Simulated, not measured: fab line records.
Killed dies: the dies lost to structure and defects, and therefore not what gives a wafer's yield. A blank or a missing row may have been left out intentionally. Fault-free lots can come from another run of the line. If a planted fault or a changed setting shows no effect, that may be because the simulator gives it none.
The tool behind it: which one? ; flow sky130 ; Sampling: 24 lots, 72 wafers, 2 of 708 route steps

## WHAT THE GAUGES READ, wafer by wafer
SKY_METAL2_OVL_MEAS_16.
lot;measured;on;METAL2_OVL (nm)
L074;day 35 02:16;overlay-02;-3 0 -1
L075;day 35 16:07;overlay-01;-6 -3 -10
L076;day 35 21:39;overlay-02;-7 -5 -2
L077;day 36 06:49;overlay-01;6 -2 4
L078;day 36 15:08;overlay-02;5 4 5
L079;day 37 00:17;overlay-01;9 9 7
L080;day 37 09:07;overlay-02;-5 -5 -5
L081;day 37 16:17;overlay-02;-9 -8 -11
L082;day 37 23:43;overlay-02;-2 4 2
L083;day 38 00:46;overlay-02;2 2 7
L084;day 38 15:25;overlay-01;-6 -3 -1
L085;day 38 22:26;overlay-02;9 11 9
L086;day 39 03:40;overlay-01;1 -1 1
L087;day 39 07:47;overlay-02;-5 1 0
L088;day 39 11:46;overlay-01;-1 7 -10
L089;day 39 14:52;overlay-01;9 1 2
L090;day 40 07:58;overlay-01;5 1 3
L091;day 40 08:46;overlay-01;-1 -4 1
L092;day 40 17:59;overlay-02;0 6 4
L093;day 41 00:11;overlay-01;-1 -5 -5
L094;day 41 09:04;overlay-02;0 -1 1
L095;day 41 15:41;overlay-01;-2 -4 3
L096;day 42 04:17;overlay-01;-9 -4 -6
L097;day 42 08:22;overlay-01;-3 -5 -7

## EACH LOT AND THE TOOL THAT RAN IT (in order: tool; ch and the chambers of the sampled wafers; start)
lot;SKY_CONTACT_STRIP_19
L074;plasma_asher-01 ch 0,1, day 31 12:32
L075;plasma_asher-01 ch 0,1, day 32 01:44
L076;plasma_asher-01 ch 0,1, day 32 10:38
L077;plasma_asher-04 ch 0,1, day 32 18:55
L078;plasma_asher-02 ch 0,1, day 33 02:45
L079;plasma_asher-02 ch 0,1, day 33 13:42
L080;plasma_asher-01 ch 0,1, day 33 23:39
L081;plasma_asher-01 ch 0,1, day 34 06:04
L082;plasma_asher-01 ch 0,1, day 34 13:25
L083;plasma_asher-01 ch 0,1, day 34 14:05
L084;plasma_asher-01 ch 0,1, day 35 05:47
L085;plasma_asher-02 ch 0,1, day 35 13:01
L086;plasma_asher-02 ch 0,1, day 35 16:35
L087;plasma_asher-02 ch 0,1, day 35 22:51
L088;plasma_asher-04 ch 0,1, day 36 02:57
L089;plasma_asher-01 ch 0,1, day 36 07:29
L090;plasma_asher-02 ch 0,1, day 36 23:53
L091;plasma_asher-01 ch 0,1, day 37 01:11
L092;plasma_asher-02 ch 0,1, day 37 11:37
L093;plasma_asher-01 ch 0, day 37 17:35
L094;plasma_asher-04 ch 0,1, day 38 02:28
L095;plasma_asher-01 ch 0,1, day 38 10:00
L096;plasma_asher-04 ch 1, day 38 22:15
L097;plasma_asher-01 ch 1, day 39 04:11
- SKY_CONTACT_STRIP_19: strips in O2/N2.

## WHAT THE TOOLS THEMSELVES READ (means of the sampled wafers that have a number; where no wafer has one, the mark that the record gives instead)
SKY_CONTACT_STRIP_19.
lot;tool;drypump_motor_current_A (A);oes_product_au (a.u.);strip_time_to_endpoint_s (s)
L074;plasma_asher-01;6.1;0.374;3.66
L075;plasma_asher-01;6.1;0.383;3.61
L076;plasma_asher-01;6.4;0.380;3.61
L077;plasma_asher-04;5.8;0.382;3.63
L078;plasma_asher-02;4.9;0.377;3.64
L079;plasma_asher-02;4.9;0.382;3.60
L080;plasma_asher-01;6.2;0.379;3.58
L081;plasma_asher-01;6.4;0.384;3.65
L082;plasma_asher-01;6.1;0.382;3.64
L083;plasma_asher-01;6.4;0.381;3.62
L084;plasma_asher-01;6.4;0.374;3.60
L085;plasma_asher-02;5.0;0.381;3.61
L086;plasma_asher-02;5.0;0.383;3.61
L087;plasma_asher-02;5.0;0.375;3.60
L088;plasma_asher-04;5.8;0.385;3.62
L089;plasma_asher-01;6.1;0.384;3.60
L090;plasma_asher-02;4.9;0.377;3.61
L091;plasma_asher-01;6.2;0.380;3.59
L092;plasma_asher-02;4.9;0.383;3.59
L093;plasma_asher-01;5.9;0.385;3.70
L094;plasma_asher-04;5.3;0.383;3.64
L095;plasma_asher-01;6.1;0.382;3.59
L096;plasma_asher-04;4.7;0.384;3.66
L097;plasma_asher-01;6.6;0.383;3.68

## THE ANSWER, worked out from the rows above alone
Rule: the usual values come from the lots themselves. Put in order of their means at a reading, lots are off if they are a third of the lots or fewer, leave a main group of 4 or more, and stand apart from it by a gap of 3 or more times the standard deviation of the main group's means; of several such gaps the widest counts. A main group is skipped when, at the precision printed for the reading in the tables above, its means are all equal. Also off: a lot with no number at a reading for which 4 or more lots have one. Where the step has rows for the other lots, those lots are counted as sound. Order of review: gauges by route order, followed by the tools' own readings, for which a lot's mean as printed above is used. The first step at which some lot is off is used, and at that step the reading that is off furthest; a lot without a number counts as furthest.
Nothing can be told from this: no lot is off at any reading shown.

## WHAT THE SIMULATOR HAD INSERTED
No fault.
